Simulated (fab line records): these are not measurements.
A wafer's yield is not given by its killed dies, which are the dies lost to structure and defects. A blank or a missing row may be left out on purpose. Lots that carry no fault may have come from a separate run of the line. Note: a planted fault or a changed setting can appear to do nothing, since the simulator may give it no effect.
A struck lot beside a sound one	flow sky130	17 steps out of a route of 708
Sound: these wafers, L449.1, L449.4, L449.6. Wafers struck: L442.2, L442.5, L442.6. The cause is named last.
At each step with rows: each side's tool, then ch and its chambers, then its first start. Under that, the readings that differ: sound wafers	struck wafers	difference of the means	sigmas: that difference in standard deviations of wafers without a fault.
alike: readings with means less than 2 such deviations apart, plus words and numbers identical on both sides. not compared: withheld readings, readings lacking a value on some wafer, bounds such as >300 that could conceal the same value, and numbers that have no deviation in the record and whose values overlap.
A row with sigmas, a row that says differs or no value, or rows on one side alone: a step with any of these is where the two part. When numbers do not overlap yet have no deviation, they are printed without sigmas and do not part them. A reading missing from all wafers of one side parts the sides only when that side holds two or more wafers.

SKY_LDD_P_OVL_MEAS_08:
  struck on overlay-01, day 23 15:30; sound on overlay-01, day 26 00:55
  alike: LDD_P_OVL
then, 1 step without rows for these wafers: SKY_LDD_P_IMPLANT_09.
SKY_LDD_P_STRIP_10: strips in O2/N2.
  sound on plasmaAsher-02 ch 0, day 26 01:06; struck on plasmaAsher-02 ch 0,1, day 23 15:41
  alike: drypumpMotorCurrentA, oesProductAu, stripTimeToEndpointS
  not compared: rfHoursCounterH
SKY_LDD_P_TW_MEAS_11:
  struck on filmMetro-01, day 23 15:47; sound on filmMetro-01, day 26 01:12
  alike: LDD_P_TW
then, 7 steps without rows for these wafers: SKY_LDD_HVN_DEHYDRATE_00 (time 60 s); SKY_LDD_HVN_HMDS_01 (prime time 60 s); SKY_LDD_HVN_COAT_02 (resist thk 300 nm); SKY_LDD_HVN_SOFTBAKE_03 (time 60 s); SKY_LDD_HVN_EXPOSE_04 (exposes mask HVNTM, target cd 700 nm); SKY_LDD_HVN_PEB_05; SKY_LDD_HVN_DEVELOP_06 (develop time 60 s).
SKY_LDD_HVN_OVL_MEAS_07:
  struck on overlay-01, day 24 21:40; sound on overlay-02, day 27 06:10
  alike: LDD_HVN_OVL
SKY_LDD_HVN_IMPLANT_08:
  sound on implanter-04 ch 0, day 27 06:12; struck on implanter-04 ch 0, day 24 21:44
reading	sound	struck	difference	sigmas
beamEnergyKeV	60.009 59.984 59.992	72.756 72.738 72.773	+12.761	+99 or more
model.implant.rpNm (nm)	56.35 56.35 56.35	67.68 67.68 67.68	+11.33	
model.implant.drpNm (nm)	28.15 28.15 28.15	33.28 33.28 33.28	+5.13	
SKY_LDD_HVN_STRIP_09: strips in O2/N2.
  sound on plasmaAsher-03 ch 0,1, day 27 06:21; struck on plasmaAsher-03 ch 0,1, day 24 21:51
  alike: drypumpMotorCurrentA, oesProductAu, stripTimeToEndpointS
  not compared: rfHoursCounterH
SKY_LDD_HVN_TW_MEAS_10:
  struck on filmMetro-04, day 24 21:58; sound on filmMetro-02, day 27 06:27
reading	sound	struck	difference	sigmas
LDD_HVN_TW	1443 1433 1437	1520 1509 1510	+75	+9
then, 1 step without rows for these wafers: SKY_LDD_HVP_DEHYDRATE_00 (time 60 s).
-- record jumps: 24 days separate the struck wafers' starts on either side; left off in module LDD_HVP, taken up again in module PAD_OPEN, whose first shown step is the route's number 708 --
SKY_PAD_OPEN_PROBE_99:
  struck on prober-02, day 48 21:21; sound on prober-02, day 50 05:45
reading	sound	struck	difference	sigmas
model.etest.tip_n_5v.rsOhmSq	1378 1353 1373	1258 1273 1283	-97	
model.etest.nfetG5v0d10v5.rOnOhmUm	1884 1868 1877	1832 1845 1846	-35	
model.etest.nfetG5v0d10v5.driveUaUm	608.5 610.8 599	623.3 615.7 622	+14.2	
model.etest.nfetG5v0d10v5.vtSatV (V)	0.7569 0.7635 0.7741	0.7166 0.7215 0.7316	-0.0416	
model.etest.nfetG5v0d10v5.vtV (V)	0.8156 0.8191 0.8336	0.7938 0.7965 0.8008	-0.0257	
  alike: killed_at_M0_to_M3, killed_at_M4_up, killedAtContacts, killedAtFrontEnd, killedAtOther, killedDies, killedOnRim, killedOpen, killedShort

## WHERE THEY PART
First at SKY_LDD_HVN_IMPLANT_08; last, within this record, at SKY_LDD_HVN_TW_MEAS_10. Later steps at which nothing parts them and some readings are alike: SKY_PAD_OPEN_PROBE_99.

WHY: what had been put in by the simulator
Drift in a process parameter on implanter-04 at SKY_LDD_HVN_IMPLANT_08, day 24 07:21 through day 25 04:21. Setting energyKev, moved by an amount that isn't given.
